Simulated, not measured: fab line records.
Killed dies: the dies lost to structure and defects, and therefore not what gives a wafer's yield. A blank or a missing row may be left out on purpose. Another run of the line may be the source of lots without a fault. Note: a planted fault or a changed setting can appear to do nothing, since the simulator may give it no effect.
What tool caused it?	flow sky130	Sampling: 13 lots, 39 wafers, 3 of 708 route steps

## WHAT THE GAUGES SHOWED, per wafer
SKY_POLY_GATE_THK_MEAS_04.
lot	measured	on	POLY_GATE_CVD_03_THK (nm)
L111	day 15 20:25	film-metro-02	75.8 76.1 76.4
L112	day 16 06:13	film-metro-02	77.0 75.8 76.4
L114	day 17 01:16	film-metro-02	74.7 74.0 74.8
L113	day 17 01:16	film-metro-01	75.8 75.8 75.3
L116	day 17 12:40	film-metro-03	74.7 75.0 74.9
L115	day 17 14:41	film-metro-03	75.1 75.5 75.3
L120	day 18 20:48	film-metro-01	75.4 74.1 74.2
L123	day 19 16:49	film-metro-01	74.9 75.5 75.6
L124	day 19 20:44	film-metro-01	75.1 74.9 74.9
L127	day 21 09:00	film-metro-02	75.2 74.8 75.1
L129	day 22 04:42	film-metro-03	74.4 74.2 74.7
L130	day 22 08:25	film-metro-02	75.3 75.2 74.9
L133	day 23 08:02	film-metro-01	73.9 74.2 74.4

SKY_POLY_CUT_CD_MEAS_08: target cd 270 nm.
lot	measured	on	cd-nm (nm)
L111	day 24 23:05	cd-sem-02	269.0 269.1 269.0
L112	day 25 06:19	cd-sem-01	270.9 270.0 271.6
L114	day 26 03:12	cd-sem-01	270.2 270.3 270.9
L113	day 26 03:33	cd-sem-01	271.5 270.2 268.9
L116	day 26 13:05	cd-sem-01	269.0 269.2 270.8
L115	day 26 16:19	cd-sem-02	271.1 271.3 271.3
L120	day 27 20:01	cd-sem-01	271.0 271.0 272.2
L123	day 28 13:00	cd-sem-01	271.0 270.3 269.7
L124	day 28 17:37	cd-sem-01	270.6 269.8 269.4
L127	day 30 11:12	cd-sem-01	270.3 270.9 268.5
L129	day 30 22:04	cd-sem-02	270.9 270.4 270.6
L130	day 30 23:48	cd-sem-01	269.6 270.7 271.0
L133	day 31 20:50	cd-sem-02	267.9 268.3 267.7

## EACH LOT AND THE TOOL THAT RAN IT (in order: tool; ch and the chambers of the sampled wafers; start)
lot	SKY_LDD_LDN_IMPLANT_08
L111	implanter-04 ch 0, day 23 15:43
L112	implanter-04 ch 0, day 23 22:50
L114	implanter-01 ch 0, day 24 19:27
L113	implanter-02 ch 0, day 24 19:58
L116	implanter-04 ch 0, day 25 06:01
L115	implanter-04 ch 0, day 25 06:44
L120	implanter-04 ch 0, day 26 12:53
L123	implanter-01 ch 0, day 27 06:19
L124	implanter-04 ch 0, day 27 11:17
L127	implanter-01 ch 0, day 29 05:44
L129	implanter-01 ch 0, day 29 15:23
L130	implanter-04 ch 0, day 29 17:40
L133	implanter-01 ch 0, day 30 15:58
- SKY_LDD_LDN_IMPLANT_08

## WHAT THE TOOLS THEMSELVES READ (means of the sampled wafers that have a number; where no wafer has one, the mark that the record gives instead)
SKY_LDD_LDN_IMPLANT_08.
lot	tool	beam-energy-keV	dose-ions-cm2
L111	implanter-04	14.994	1.2490e+13
L112	implanter-04	14.996	1.2510e+13
L114	implanter-01	15.001	1.2494e+13
L113	implanter-02	15.000	1.2487e+13
L116	implanter-04	15.003	1.2502e+13
L115	implanter-04	14.999	1.2499e+13
L120	implanter-04	14.593	1.2526e+13
L123	implanter-01	15.001	1.2507e+13
L124	implanter-04	14.590	1.2496e+13
L127	implanter-01	15.003	1.2496e+13
L129	implanter-01	14.999	1.2508e+13
L130	implanter-04	14.999	1.2502e+13
L133	implanter-01	14.993	1.2512e+13

## THE ANSWER, worked out from the rows above alone
Rule: the usual values come from the lots themselves. Put in order of their means at a reading, lots are off if they are a third of the lots or fewer, leave a main group of 4 or more, and stand apart from it by a gap of 3 or more times the standard deviation of the main group's means; of several such gaps the widest counts. Not used: any main group whose means are identical at the precision the tables above print for the reading. A lot without any number at a reading at which 4 lots or more have one is off too. All remaining lots with rows at the step are treated as sound. After the gauges, taken in route order, come the tools' own readings; for these a lot's mean is taken, as printed above. The first step at which some lot is off is used, and at that step the reading that is off furthest; a lot without a number counts as furthest.
Off, at SKY_LDD_LDN_IMPLANT_08 on beam-energy-keV: L120, L124. For the main group the mean is 14.999 and the standard deviation 0.0032.
If a tool, at that step or one of the process steps before it, ran each lot that is off and ran no sound lot following the first of them, it fits. Not one of the candidates tried fits.

## WHAT THE SIMULATOR HAD INSERTED
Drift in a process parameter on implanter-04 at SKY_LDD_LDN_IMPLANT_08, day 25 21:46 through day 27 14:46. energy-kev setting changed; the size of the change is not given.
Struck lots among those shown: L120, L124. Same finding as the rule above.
